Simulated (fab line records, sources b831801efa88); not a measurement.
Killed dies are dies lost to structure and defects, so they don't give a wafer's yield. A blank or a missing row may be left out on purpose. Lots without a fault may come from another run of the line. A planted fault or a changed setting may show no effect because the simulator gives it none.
fab line records | flow sky130
record lots=7 wafers=21 last_day=49
route steps=708 shown SD_N@344 SD_P@359 RES_XHIGH@360 PAD_OPEN@708
lots that met no fault: from a run of the same line without faults
start_h: hours from the record's first day to the start of the lot's first wafer shown | wait_h: hours since the lot's step before | " the same as in the row above | L1.1+2: a row that stands for several wafers | - no value, or no start given | * or withheld: withheld | < > ~ a bound
route shown NAME@n: a module of which the file shows steps, and the number in the route of the first | usual: mean/standard deviation of fault-free wafers | same: alike in all rows | chamber/n: place in a boat | sites: the reading at each site | _std_site: their standard deviation | _edge_site: outer sites' mean less inner sites' | radius_mm: how far each site lies from the wafer's centre | mask NAME#n: copy n | behind: the tool/chamber that last shaped the wafer | hold: why the lot was held/for how many hours/how that ended | device: the transistor (n, p or np) that didn't switch | end of line: the same wafers' tests at the end of the route | a step without rows: its recipe alone | killed: dies lost to structure and defects at the first sort, not the wafer's yield | map: a wafer's dies, x killed, . not, _ none there
set.NAME: the setting as run; set.NAME@STEP: as run at that earlier step | model.NAME: the simulator's own value behind a step, which no gauge read
lots at some steps of the route; a table a step, a row a wafer
services: from which hour (start_h, from the record's first day; less than 0 if before it) a tool's chamber was out of use, for how many hours, and why
## steps
# step SKY_SD_N_COAT_02
# recipe resist=NOVOLAK spin_rpm=3000 resist_thk_nm=1140
# step SKY_SD_N_SOFTBAKE_03
# recipe temp_c=90 time_s=60 resist=NOVOLAK
# step SKY_SD_N_EXPOSE_04
# recipe mask_id=NSDM na=0.6 source_shape=conventional sigma_outer=0.6 polarization=unpolarized target_cd_nm=380 dose_mj=141
# step SKY_SD_N_PEB_05
# recipe temp_c=withheld time_s=* resist=NOVOLAK
# step SKY_SD_N_DEVELOP_06
# recipe resist=NOVOLAK developer=TMAH develop_time_s=60 dev_temp_c=23
# step SKY_SD_N_CD_MEAS_07
# recipe target_cd_nm=380
# usual cd_nm=380.3/2.8
# columns lot.wafer tool chamber start_h wait_h cd_nm
L553.1 cd_sem-01 - 674.74 0.1 381.0
L553.2 " - " " 378.0
L553.6 " - " " 376.8
L558.2 cd_sem-02 - 704.50 0.1 385.1
L558.3 " - " " 384.4
L558.6 " - " " 384.8
L567.2 cd_sem-02 - 773.05 0.1 374.5
L567.4 " - " " 376.6
L567.5 " - " " 375.9
L568.1 cd_sem-01 - 774.86 0.1 381.7
L568.3 " - " " 382.6
L568.6 " - " " 382.7
L569.3 cd_sem-02 - 780.33 0.1 381.3
L569.5 " - " " 383.0
L569.6 " - " " 381.5
L570.4 cd_sem-02 - 787.22 0.1 381.8
L570.5 " - " " 380.4
L570.6 " - " " 379.2
L572.1 cd_sem-02 - 803.68 0.1 385.0
L572.3 " - " " 385.5
L572.4 " - " " 386.1
# step SKY_SD_N_OVL_MEAS_08
# usual SD_N_OVL=0.3/1.1
# columns lot.wafer tool chamber start_h wait_h SD_N_OVL[nm]
L553.1 overlay-01 - 674.86 0.1 0.2
L553.2 " - " " 0.2
L553.6 " - " " -1.0
L558.2 overlay-02 - 704.60 0.1 0.5
L558.3 " - " " -1.5
L558.6 " - " " -1.0
L567.2 overlay-01 - 773.15 0.1 1.3
L567.4 " - " " 0.2
L567.5 " - " " 0.5
L568.1 overlay-01 - 774.98 0.1 1.4
L568.3 " - " " 0.2
L568.6 " - " " 1.6
L569.3 overlay-01 - 780.43 0.1 0.1
L569.5 " - " " -0.4
L569.6 " - " " -0.5
L570.4 overlay-01 - 787.30 0.1 0.8
L570.5 " - " " 1.4
L570.6 " - " " 1.4
L572.1 overlay-01 - 803.80 0.1 0.0
L572.3 " - " " -0.8
L572.4 " - " " 0.0
# step SKY_SD_N_IMPLANT_09
# recipe species=As energy_kev=50 dose_cm2=4e+15 tilt_deg=0
# step SKY_SD_N_IMPLANT_10
# recipe species=P energy_kev=20 dose_cm2=1e+14 tilt_deg=0
# step SKY_SD_N_STRIP_11
# recipe chemistry=O2/N2 power_w=1400 pressure_mtorr=1500 platen_temp_c=withheld o2_flow_sccm=3000 n2_flow_sccm=300 overash_fraction=0.5
# usual drypump_motor_current_A=5.7/0.39 oes_product_au=0.528/0.0044 strip_time_to_endpoint_s=22.55/0.04
# same overash_fraction=0.5
# columns lot.wafer tool chamber start_h wait_h drypump_motor_current_A oes_product_au rf_hours_counter_h strip_time_to_endpoint_s
L553.1 plasma_asher-04 0 675.20 0.1 5.3 0.532 96 22.50
L553.2 " 1 " " 5.7 0.524 96 22.57
L553.6 " 0 " " 5.3 0.521 - 22.54
L558.2 plasma_asher-02 0 704.93 0.1 6.4 0.529 28 22.56
L558.3 " 0 " " 6.3 0.524 - 22.58
L558.6 " 1 " " 5.2 0.539 - 22.59
L567.2 plasma_asher-02 0 773.48 0.1 6.4 0.533 35 22.55
L567.4 " 0 " " 6.3 0.526 - 22.54
L567.5 " 0 " " 6.4 0.527 - 22.58
L568.1 plasma_asher-02 1 775.32 0.1 5.2 0.527 36 22.51
L568.3 " 0 " " 6.4 0.528 - 22.52
L568.6 " 0 " " 6.4 0.526 - 22.53
L569.3 plasma_asher-02 0 780.78 0.1 6.3 0.529 - 22.61
L569.5 " 0 " " 6.3 0.529 - 22.63
L569.6 " 1 " " 5.2 0.530 - 22.58
L570.4 plasma_asher-04 0 787.65 0.1 5.3 0.527 - 22.53
L570.5 " 0 " " 5.3 0.531 - 22.55
L570.6 " 1 " " 5.7 0.525 - 22.53
L572.1 plasma_asher-01 1 804.13 0.1 5.7 0.531 69 22.51
L572.3 " 0 " " 5.8 0.534 - 22.50
L572.4 " 1 " " 5.7 0.527 - 22.55
# step SKY_SD_N_TW_MEAS_12
# usual SD_N_TW=3990/28
# columns lot.wafer tool chamber start_h wait_h SD_N_TW
L553.1 film_metro-01 - 675.30 0.1 4012
L553.2 " - " " 4018
L553.6 " - " " 4027
L558.2 film_metro-02 - 705.04 0.1 3935
L558.3 " - " " 3952
L558.6 " - " " 3978
L567.2 film_metro-03 - 773.59 0.1 3976
L567.4 " - " " 3990
L567.5 " - " " 3994
L568.1 film_metro-01 - 775.42 0.1 3995
L568.3 " - " " 4012
L568.6 " - " " 3995
L569.3 film_metro-01 - 780.87 0.1 4003
L569.5 " - " " 3996
L569.6 " - " " 3989
L570.4 film_metro-03 - 787.75 0.1 4004
L570.5 " - " " 3996
L570.6 " - " " 3994
L572.1 film_metro-01 - 804.23 0.1 4014
L572.3 " - " " 4014
L572.4 " - " " 4008
# step SKY_SD_N_CLEAN_13
# recipe chemistry=SC1/SC2 mix=1:4:20 temp_c=70 time_s=150 dry=n2_spin
# step SKY_SD_N_RTA_14
# recipe temp_c=1075 time_s=2 idle_temp_c=650 ramp_up_c_per_s=150 ramp_down_c_per_s=90 ambient=N2
# usual lamp_power_pct=15.74/0.052 ramp_down_c_per_s=90.002/0.017 wafer_temp_C_max=1077.8/1.2
# columns lot.wafer tool chamber start_h wait_h lamp_power_pct ramp_down_c_per_s wafer_temp_C_max
L553.1 rtp_anneal-01 0 675.41 0.0 15.77 90.015 1077.1
L553.2 " 0 " " 15.86 90.022 1077.8
L553.6 " 0 " " 15.80 89.998 1080.7
L558.2 rtp_anneal-01 0 705.15 0.0 15.73 89.992 1076.3
L558.3 " 0 " " 15.77 90.007 1076.7
L558.6 " 0 " " 15.71 90.001 1075.0
L567.2 rtp_anneal-02 0 773.70 0.0 15.83 90.038 1080.1
L567.4 " 0 " " 15.72 89.999 1079.1
L567.5 " 0 " " 15.74 90.003 1077.1
L568.1 rtp_anneal-01 0 775.55 0.0 15.88 90.049 1087.0
L568.3 " 0 " " 15.87 90.020 1085.8
L568.6 " 0 " " 15.78 90.004 1089.2
L569.3 rtp_anneal-02 0 781.04 0.0 15.76 89.996 1075.9
L569.5 " 0 " " 15.77 89.986 1077.3
L569.6 " 0 " " 15.73 90.003 1075.7
L570.4 rtp_anneal-01 0 787.86 0.0 15.89 89.956 1087.7
L570.5 " 0 " " 15.71 90.007 1085.8
L570.6 " 0 " " 15.81 90.020 1083.3
L572.1 rtp_anneal-01 0 804.34 0.0 15.78 90.009 1086.4
L572.3 " 0 " " 15.75 89.986 1089.0
L572.4 " 0 " " 15.81 90.014 1087.0
# step SKY_SD_N_RS_MEAS_16
# recipe thk_meas_gauge=four-point-probe
# usual SD_N_RS=68.56/0.081
# columns lot.wafer tool chamber start_h wait_h hold SD_N_RS[ohm/sq]
L553.1 film_metro-02 - 675.59 0.1 - 68.46
L553.2 " - " " - 68.47
L553.6 " - " " - 68.56
L558.2 film_metro-01 - 705.34 0.1 - 68.44
L558.3 " - " " - 68.63
L558.6 " - " " - 68.56
L567.2 film_metro-01 - 773.89 0.1 - 68.60
L567.4 " - " " - 68.68
L567.5 " - " " - 68.59
L568.1 film_metro-03 - 775.72 0.1 await_dispo/0.2h/release 67.02
L568.3 " - " " await_dispo/0.2h/release 67.12
L568.6 " - " " await_dispo/0.2h/release 67.03
L568.1 film_metro-03 - 776.08 0.3 - 66.94
L568.3 " - " " - 66.98
L568.6 " - " " - 67.04
L569.3 film_metro-02 - 781.23 0.1 - 68.69
L569.5 " - " " - 68.62
L569.6 " - " " - 68.65
L570.4 film_metro-01 - 788.06 0.1 await_dispo/0.2h/release 67.13
L570.5 " - " " await_dispo/0.2h/release 66.96
L570.6 " - " " await_dispo/0.2h/release 67.00
L570.4 film_metro-01 - 788.42 0.3 - 67.05
L570.5 " - " " - 67.13
L570.6 " - " " - 66.95
L572.1 film_metro-01 - 804.52 0.1 await_dispo/0.2h/release 67.08
L572.3 " - " " await_dispo/0.2h/release 67.08
L572.4 " - " " await_dispo/0.2h/release 66.91
L572.1 film_metro-01 - 804.88 0.3 - 67.03
L572.3 " - " " - 67.05
L572.4 " - " " - 67.01
# step SKY_SD_N_RS_MEAS_17
# recipe thk_meas_gauge=four-point-probe
# usual SD_P_RS=147.1/0.35
# columns lot.wafer tool chamber start_h wait_h hold SD_P_RS[ohm/sq]
L553.1 film_metro-02 - 675.71 0.1 - 146.9
L553.2 " - " " - 147.2
L553.6 " - " " - 147.1
L558.2 film_metro-01 - 705.46 0.1 - 146.5
L558.3 " - " " - 147.0
L558.6 " - " " - 146.6
L567.2 film_metro-01 - 774.01 0.1 - 147.8
L567.4 " - " " - 147.3
L567.5 " - " " - 147.3
L568.1 film_metro-03 - 777.98 1.9 await_dispo/0.2h/release 139.4
L568.3 " - " " await_dispo/0.2h/release 139.3
L568.6 " - " " await_dispo/0.2h/release 139.2
L568.1 film_metro-03 - 778.27 0.3 - 139.2
L568.3 " - " " - 139.4
L568.6 " - " " - 139.3
L569.3 film_metro-02 - 781.35 0.1 - 147.7
L569.5 " - " " - 147.2
L569.6 " - " " - 147.1
L570.4 film_metro-01 - 789.67 1.2 await_dispo/0.2h/release 138.9
L570.5 " - " " await_dispo/0.2h/release 139.1
L570.6 " - " " await_dispo/0.2h/release 139.4
L570.4 film_metro-01 - 789.95 0.3 - 139.1
L570.5 " - " " - 139.3
L570.6 " - " " - 139.2
L572.1 film_metro-01 - 806.05 1.2 await_dispo/0.2h/release 139.4
L572.3 " - " " await_dispo/0.2h/release 139.0
L572.4 " - " " await_dispo/0.2h/release 139.0
L572.1 film_metro-01 - 806.34 0.3 - 139.2
L572.3 " - " " - 139.3
L572.4 " - " " - 139.1
# step SKY_SD_N_RS_MEAS_18
# recipe thk_meas_gauge=four-point-probe
# usual RES_XHIGH_RS=333.4/1.1
# columns lot.wafer tool chamber start_h wait_h hold RES_XHIGH_RS[ohm/sq]
L553.1 film_metro-02 - 675.83 0.1 - 334.5
L553.2 " - " " - 334.6
L553.6 " - " " - 334.3
L558.2 film_metro-01 - 705.58 0.1 - 332.5
L558.3 " - " " - 332.0
L558.6 " - " " - 333.6
L567.2 film_metro-01 - 774.13 0.1 - 334.6
L567.4 " - " " - 333.5
L567.5 " - " " - 334.5
L569.3 film_metro-02 - 781.47 0.1 - 333.2
L569.5 " - " " - 334.2
L569.6 " - " " - 332.7
L568.1 film_metro-03 - 782.17 3.9 await_dispo/3.8h/release 331.7
L568.3 " - " " await_dispo/3.8h/release 332.4
L568.6 " - " " await_dispo/3.8h/release 332.1
L570.4 film_metro-01 - 792.81 2.8 await_dispo/2.7h/release 331.2
L570.5 " - " " await_dispo/2.7h/release 331.9
L570.6 " - " " await_dispo/2.7h/release 330.8
L572.1 film_metro-01 - 808.67 2.3 await_dispo/2.2h/release 332.4
L572.3 " - " " await_dispo/2.2h/release 334.1
L572.4 " - " " await_dispo/2.2h/release 333.5
# step SKY_PAD_OPEN_PROBE_99
# usual killed_at_M0_to_M3=43/7.1 killed_at_M4_up=3.3/2 killed_at_contacts=24/5.1 killed_at_front_end=15/4.6 killed_at_other=0.3/0.6 killed_dies=86/9.6 killed_open=46/7.3 killed_short=39/6.7
# same gross_dies=492 killed_at_back_side=0
# columns lot.wafer tool chamber start_h wait_h killed_at_M0_to_M3 killed_at_M4_up killed_at_contacts killed_at_front_end killed_at_other killed_dies killed_open killed_short model.etest.res_xhigh_po.line_ohm_um model.etest.res_xhigh_po.rs_ohm_sq model.etest.pfet_01v8.r_on_ohm_um model.etest.res_pdiff.line_ohm_um model.etest.res_high_po.line_ohm_um model.etest.licon_high_po.rc_ohm model.etest.res_ndiff.line_ohm_um model.etest.res_high_po.rs_ohm_sq
L553.1 prober-01 - 1099.14 0.1 45 3 20 20 1 89 32 56 5542 1918 2872 1373 720.1 339.2 763.2 252.4
L553.2 prober-01 - 1099.19 0.1 34 3 19 13 1 70 35 35 5787 2049 2863 1385 752.2 341.3 780 262.9
L553.6 prober-01 - 1099.39 0.2 39 2 17 14 1 73 49 23 5543 1959 2896 1355 733.2 340.8 768.9 255.4
L558.2 prober-01 - 1119.72 0.1 37 0 21 16 0 74 42 32 5722 2003 2900 1389 751.9 342.4 785.2 263.6
L558.3 prober-01 - 1119.77 0.2 40 1 25 15 0 81 42 38 5605 1953 2919 1384 745.5 346.7 777.3 260.2
L558.6 prober-01 - 1119.92 0.2 41 4 24 10 0 79 34 44 5707 1976 2864 1382 743.3 334.1 767.9 260.4
L567.2 prober-02 - 1167.38 0.1 48 3 39 26 0 116 65 51 5759 2008 2847 1345 753.6 353.1 750 260.4
L567.4 prober-02 - 1167.48 0.2 49 3 26 13 1 92 55 37 5677 1999 2809 1323 753.7 350.8 743.4 262.9
L567.5 prober-02 - 1167.53 0.2 47 7 26 16 0 96 51 45 6044 2073 2738 1349 770.2 356.2 751.7 266.1
L568.1 prober-01 - 1168.58 0.1 35 6 21 29 0 91 51 40 5544 1897 2771 1277 729.6 320.3 735.1 251.8
L568.3 prober-01 - 1168.68 0.2 46 5 15 17 0 83 45 36 5351 1851 2793 1284 712.6 315.8 745.9 247.9
L568.6 prober-01 - 1168.83 0.2 33 0 24 22 0 79 42 37 5324 1856 2833 1312 710.6 318.5 742.2 248.8
L569.3 prober-02 - 1174.48 0.2 42 1 16 18 1 78 45 31 5515 1952 2948 1398 730.2 349.1 764.3 256.6
L569.5 prober-02 - 1174.58 0.2 39 9 17 19 0 84 43 41 5419 1922 2984 1407 715.2 366.6 763.8 254.5
L569.6 prober-02 - 1174.63 0.2 46 1 32 10 0 89 54 35 5526 1966 2918 1397 738.5 360.5 770.6 259.1
L570.4 prober-01 - 1177.98 0.2 36 2 18 22 0 78 48 30 5413 1874 2792 1294 711.1 316.4 742.1 246.7
L570.5 prober-01 - 1178.03 0.2 41 4 22 30 0 97 49 48 5240 1799 2756 1290 687.8 317.4 743.3 244.9
L570.6 prober-01 - 1178.08 0.2 36 3 20 15 0 74 45 29 5375 1876 2735 1318 711.9 312.9 752.5 246.8
L572.1 prober-01 - 1186.84 0.1 36 2 26 19 0 83 41 41 5425 1873 2675 1292 730.9 307.6 759.6 251.1
L572.3 prober-01 - 1186.94 0.2 43 6 23 16 0 88 48 40 5506 1917 2671 1294 725.7 319.7 754.3 254
L572.4 prober-01 - 1186.99 0.2 43 2 24 18 0 87 40 47 5356 1887 2755 1284 720.5 322.4 755.4 250.6
# killed by level:class
L553.1 METAL2:geometric_particle:short=10 POLY_GATE:geometric_particle:short=8 VIA1:geometric_particle:open=7 VIA1:geometric_particle:short=6 VIA2:geometric_particle:short=6 VIA2:geometric_particle:open=6 FIELD_ISO:geometric_particle:short=5 LOCAL_INTERCONNECT:geometric_particle:short=5
L553.2 CONTACT:geometric_particle:open=9 POLY_GATE:geometric_particle:short=6 METAL1:geometric_particle:short=6 VIA2:geometric_particle:open=6 METAL2:geometric_particle:short=5 VIA1:geometric_particle:open=5 LI_CONTACT:geometric_particle:open=4 CONTACT:geometric_particle:short=4
L553.6 VIA1:geometric_particle:open=15 VIA2:geometric_particle:open=9 LI_CONTACT:geometric_particle:open=6 CONTACT:geometric_particle:open=6 METAL1:geometric_particle:short=5 LOCAL_INTERCONNECT:geometric_particle:short=4 VIA3:geometric_particle:open=4 FIELD_ISO:geometric_particle:short=3
L558.2 VIA1:geometric_particle:open=11 VIA3:geometric_particle:open=7 CONTACT:geometric_particle:open=6 LOCAL_INTERCONNECT:geometric_particle:short=5 CONTACT:geometric_particle:short=5 FIELD_ISO:geometric_particle:short=4 POLY_GATE:geometric_particle:open=4 VIA1:geometric_particle:short=4
L558.3 VIA1:geometric_particle:open=14 CONTACT:geometric_particle:open=10 METAL2:geometric_particle:short=7 VIA3:geometric_particle:open=6 FIELD_ISO:geometric_particle:short=5 POLY_GATE:geometric_particle:short=5 LI_CONTACT:geometric_particle:open=5 VIA1:geometric_particle:short=5
L558.6 METAL2:geometric_particle:short=9 VIA1:geometric_particle:open=8 CONTACT:geometric_particle:open=8 VIA3:geometric_particle:open=7 METAL1:geometric_particle:short=6 CONTACT:geometric_particle:short=6 POLY_GATE:geometric_particle:short=4 LI_CONTACT:geometric_particle:open=4
L567.2 LI_CONTACT:geometric_particle:open=11 VIA2:geometric_particle:open=10 POLY_GATE:geometric_particle:open=9 CONTACT:geometric_particle:open=9 VIA1:geometric_particle:open=9 CONTACT:geometric_particle:short=8 METAL1:geometric_particle:short=7 VIA3:geometric_particle:open=5
L567.4 LI_CONTACT:geometric_particle:open=12 VIA2:geometric_particle:open=11 CONTACT:geometric_particle:open=9 VIA1:geometric_particle:open=8 VIA1:geometric_particle:short=8 METAL2:geometric_particle:short=7 POLY_GATE:geometric_particle:open=5 LI_CONTACT:geometric_particle:short=4
L567.5 VIA1:geometric_particle:open=11 VIA2:geometric_particle:open=10 CONTACT:geometric_particle:open=9 LI_CONTACT:geometric_particle:open=8 METAL4:geometric_particle:short=7 VIA1:geometric_particle:short=6 METAL2:geometric_particle:short=5 CONTACT:geometric_particle:short=5
L568.1 FIELD_ISO:geometric_particle:open=11 VIA1:geometric_particle:open=9 CONTACT:geometric_particle:open=7 FIELD_ISO:geometric_particle:short=5 LI_CONTACT:geometric_particle:short=5 POLY_GATE:geometric_particle:short=5 VIA2:geometric_particle:open=5 CONTACT:geometric_particle:short=4
L568.3 LI_CONTACT:geometric_particle:open=8 VIA1:geometric_particle:short=8 VIA1:geometric_particle:open=8 VIA3:geometric_particle:open=6 FIELD_ISO:geometric_particle:short=5 VIA2:geometric_particle:open=5 POLY_GATE:geometric_particle:open=4 CONTACT:geometric_particle:open=4
L568.6 LI_CONTACT:geometric_particle:open=8 FIELD_ISO:geometric_particle:open=7 LOCAL_INTERCONNECT:geometric_particle:short=7 VIA1:geometric_particle:open=6 VIA2:geometric_particle:open=6 FIELD_ISO:geometric_particle:short=5 VIA3:geometric_particle:open=5 POLY_GATE:geometric_particle:short=4
L569.3 VIA1:geometric_particle:open=7 VIA2:geometric_particle:open=7 FIELD_ISO:geometric_particle:open=6 METAL1:geometric_particle:short=6 VIA3:geometric_particle:open=6 CONTACT:geometric_particle:open=5 METAL2:geometric_particle:short=5 LI_CONTACT:geometric_particle:short=4
L569.5 VIA1:geometric_particle:open=8 METAL4:geometric_particle:short=6 CONTACT:geometric_particle:open=6 VIA3:geometric_particle:open=6 VIA2:geometric_particle:open=5 METAL2:geometric_particle:short=4 SPACER:geometric_particle:open=4 SPACER:geometric_particle:short=4
L569.6 CONTACT:geometric_particle:open=13 VIA1:geometric_particle:open=9 VIA2:geometric_particle:open=8 LI_CONTACT:geometric_particle:open=7 VIA3:geometric_particle:open=6 METAL1:geometric_particle:short=5 VIA1:geometric_particle:short=5 CONTACT:geometric_particle:short=4
L570.4 CONTACT:geometric_particle:open=12 VIA2:geometric_particle:open=9 METAL1:geometric_particle:short=8 POLY_GATE:geometric_particle:open=6 POLY_GATE:geometric_particle:short=5 VIA3:geometric_particle:open=5 FIELD_ISO:geometric_particle:open=4 LI_CONTACT:geometric_particle:open=4
L570.5 FIELD_ISO:geometric_particle:short=10 VIA2:geometric_particle:open=8 VIA1:geometric_particle:open=8 FIELD_ISO:geometric_particle:open=7 LI_CONTACT:geometric_particle:open=7 CONTACT:geometric_particle:short=6 POLY_GATE:geometric_particle:short=5 METAL2:geometric_particle:short=5
L570.6 VIA1:geometric_particle:open=9 VIA2:geometric_particle:open=8 VIA3:geometric_particle:open=6 CONTACT:geometric_particle:short=5 FIELD_ISO:geometric_particle:open=4 POLY_GATE:geometric_particle:open=4 LI_CONTACT:geometric_particle:open=4 LOCAL_INTERCONNECT:geometric_particle:short=4
L572.1 VIA1:geometric_particle:open=14 CONTACT:geometric_particle:short=10 POLY_GATE:geometric_particle:short=6 CONTACT:geometric_particle:open=6 VIA2:geometric_particle:open=5 POLY_GATE:geometric_particle:open=4 LI_CONTACT:geometric_particle:open=4 LOCAL_INTERCONNECT:geometric_particle:short=4
L572.3 VIA1:geometric_particle:open=14 CONTACT:geometric_particle:open=8 LOCAL_INTERCONNECT:geometric_particle:short=7 VIA1:geometric_particle:short=6 METAL4:geometric_particle:short=5 FIELD_ISO:geometric_particle:short=4 FIELD_ISO:geometric_particle:open=4 VIA2:geometric_particle:open=4
L572.4 VIA1:geometric_particle:open=10 POLY_GATE:geometric_particle:short=9 METAL2:geometric_particle:short=8 CONTACT:geometric_particle:open=7 LI_CONTACT:geometric_particle:open=6 LOCAL_INTERCONNECT:geometric_particle:short=5 VIA1:geometric_particle:short=5 VIA2:geometric_particle:open=5
## services
# columns tool chamber start_h hours kind
plasma_asher-02 - 675.09 2.7 repair
plasma_asher-04 - 733.75 9.0 pm
plasma_asher-04 0 733.75 9.0 vent_cycle
plasma_asher-04 1 733.75 9.0 vent_cycle
plasma_asher-04 0 742.75 - clean
plasma_asher-04 1 742.75 - clean
plasma_asher-02 - 797.45 2.8 pm
## key
first_sign step=SKY_SD_N_RTA_14 reading=wafer_temp_C_max direction=up sigmas=7.8 usual=* struck=*
effect step=SKY_SD_N_RTA_14 reading=lamp_power_pct direction=up sigmas=1.3 usual=15.74 struck=15.81
effect step=SKY_SD_N_RS_MEAS_16 reading=visit direction=added
effect step=SKY_SD_N_RS_MEAS_16 reading=SD_N_RS direction=down sigmas=19 usual=68.56 struck=67.04
effect step=SKY_SD_N_RS_MEAS_17 reading=visit direction=added
effect step=SKY_SD_N_RS_MEAS_17 reading=SD_P_RS direction=down sigmas=22 usual=147.1 struck=139.2
model_effect step=SKY_PAD_OPEN_PROBE_99 value=etest.res_xhigh_po.line_ohm_um without=5871 struck=5393
met_at SKY_SD_N_RTA_14
struck_wafers L568.1,L568.3,L568.6,L570.4,L570.5,L570.6,L572.1,L572.3,L572.4
tester_left_out L568,L570,L572
onset_between 705.15 775.55
fault kind=process_parameter_drift tool=rtp_anneal-01 chamber=- onset_h=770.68 steps=SKY_SD_N_RTA_14 channel=temp_c offset=* shape=step end_h=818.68 acts_in=* stated=*
# tester_left_out: of these lots the tester's yield and bins aren't shown, on N5 and GAA mostly nor the transistor test; their killed dies are dies lost to structure and defects alone, not to doping, threshold or leakage, so they don't give the yield
